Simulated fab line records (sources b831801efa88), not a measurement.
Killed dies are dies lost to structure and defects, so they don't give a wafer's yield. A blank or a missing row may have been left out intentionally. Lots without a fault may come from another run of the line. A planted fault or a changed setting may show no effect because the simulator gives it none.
One fault seen from 2 desks || flow sky130 || each desk has only its own numbers; what lay behind them comes last

== FOR THE TOOL OWNER'S DESK: iline-stepper-01 ==
The tool's own readings at SKY_VT_ADJUST_NCORE_EXPOSE_04 (exposes mask LVTN COMPLEMENT THIN, target cd 380 nm): means of the sampled wafers that have a number, for each lot that ran on this tool. Marked OUT: a lot whose mean sits more than 4 standard deviations from the usual mean, which makes it out of limits; the brackets give that distance.
Columns: A = exposure-dose-mJ-cm2 at SKY_VT_ADJUST_NCORE_EXPOSE_04, usual 138.91; B = stage-vel-mm-s at SKY_VT_ADJUST_NCORE_EXPOSE_04, usual 500.05 mm/s
{"lot": "L180", "first seen here": "day 9 07:51", "A": 139.02, "B": 500.17}
{"lot": "L182", "first seen here": "day 10 02:14", "A": 138.99, "B": 500.14}
{"lot": "L184", "first seen here": "day 10 02:29", "A": 138.92, "B": 500.25}
{"lot": "L185", "first seen here": "day 10 09:04", "A": 138.98, "B": 500.06}
{"lot": "L192", "first seen here": "day 12 11:27", "A": "144.81 (+45) OUT", "B": 499.81}
{"lot": "L193", "first seen here": "day 12 16:23", "A": "144.99 (+47) OUT", "B": 499.77}
This desk finds L192, L193 out of limits, L192 being first, at day 12 11:27 (exposure-dose-mJ-cm2 at SKY_VT_ADJUST_NCORE_EXPOSE_04). In limits: L180, L182, L184, L185.

== THE METROLOGY DESK ==
Lot by lot, what the gauges showed, no matter which tool ran the lot: averages of those sampled wafers that carry a number. Marked OUT: a lot whose mean sits more than 4 standard deviations from the usual mean, which makes it out of limits; the brackets give that distance.
Columns: A = NWELL_2_TW at SKY_NWELL_TW_MEAS_26, usual 497; B = VT_ADJUST_HVTP_OVL at SKY_VT_ADJUST_HVTP_OVL_MEAS_08, usual -0.3 nm; C = cd-nm at SKY_VT_ADJUST_NCORE_CD_MEAS_07, usual 380.1 nm; D = VT_ADJUST_NCORE_TW at SKY_VT_ADJUST_NCORE_TW_MEAS_11, usual 219.3
{"lot": "L178", "first seen here": "day 5 15:13", "A": 498, "B": -0.2, "C": 380.2, "D": 216.8}
{"lot": "L181", "first seen here": "day 6 07:35", "A": 491, "B": 2.2, "C": 377.9, "D": 221.0}
{"lot": "L180", "first seen here": "day 6 08:37", "A": 501, "B": -0.2, "C": 375.5, "D": 218.5}
{"lot": "L183", "first seen here": "day 6 21:19", "A": 499, "B": 0.7, "C": 384.6, "D": 219.4}
{"lot": "L182", "first seen here": "day 6 23:02", "A": 499, "B": -1.9, "C": 378.3, "D": 222.5}
{"lot": "L184", "first seen here": "day 6 23:37", "A": 493, "B": -1.0, "C": 376.5, "D": 218.5}
{"lot": "L185", "first seen here": "day 7 05:14", "A": 500, "B": -0.9, "C": 381.2, "D": 217.0}
{"lot": "L188", "first seen here": "day 7 19:16", "A": 491, "B": 0.9, "C": 384.3, "D": 218.2}
{"lot": "L192", "first seen here": "day 9 00:46", "A": 500, "B": -2.2, "C": "393.7 (+5.0) OUT", "D": 216.3}
{"lot": "L193", "first seen here": "day 9 05:52", "A": 490, "B": -1.2, "C": "392.7 (+4.7) OUT", "D": 222.1}
{"lot": "L196", "first seen here": "day 9 22:43", "A": 498, "B": -1.6, "C": 375.2, "D": 218.0}
{"lot": "L199", "first seen here": "day 10 15:09", "A": 501, "B": 0.3, "C": 381.3, "D": 218.0}
{"lot": "L201", "first seen here": "day 11 02:02", "A": 492, "B": 0.5, "C": 379.3, "D": 221.9}
This desk finds L192, L193 out of limits, L192 being first, at day 13 00:11 (cd-nm at SKY_VT_ADJUST_NCORE_CD_MEAS_07). In limits: L178, L181, L180, L183, L182, L184, L185, L188, L196, L199, L201.

== TAKEN TOGETHER ==
The tool owner's desk had the chance to raise an alarm at day 12 11:27 on L192, L193.
The metrology desk could have raised an alarm at day 13 00:11, on L192, L193.
All the named lots went through SKY_VT_ADJUST_NCORE_EXPOSE_04 on iline-stepper-01.

== WHAT WAS PUT IN BY THE SIMULATOR ==
Process parameter drift: iline-stepper-01, from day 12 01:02 on, at SKY_VT_ADJUST_NCORE_EXPOSE_04. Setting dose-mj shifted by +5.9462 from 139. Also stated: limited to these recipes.
Lots struck among those shown: L192, L193.
Counting hours from when the fault started, the first reading out of limits came at 10 for the tool owner's desk and at 23 for the metrology desk.
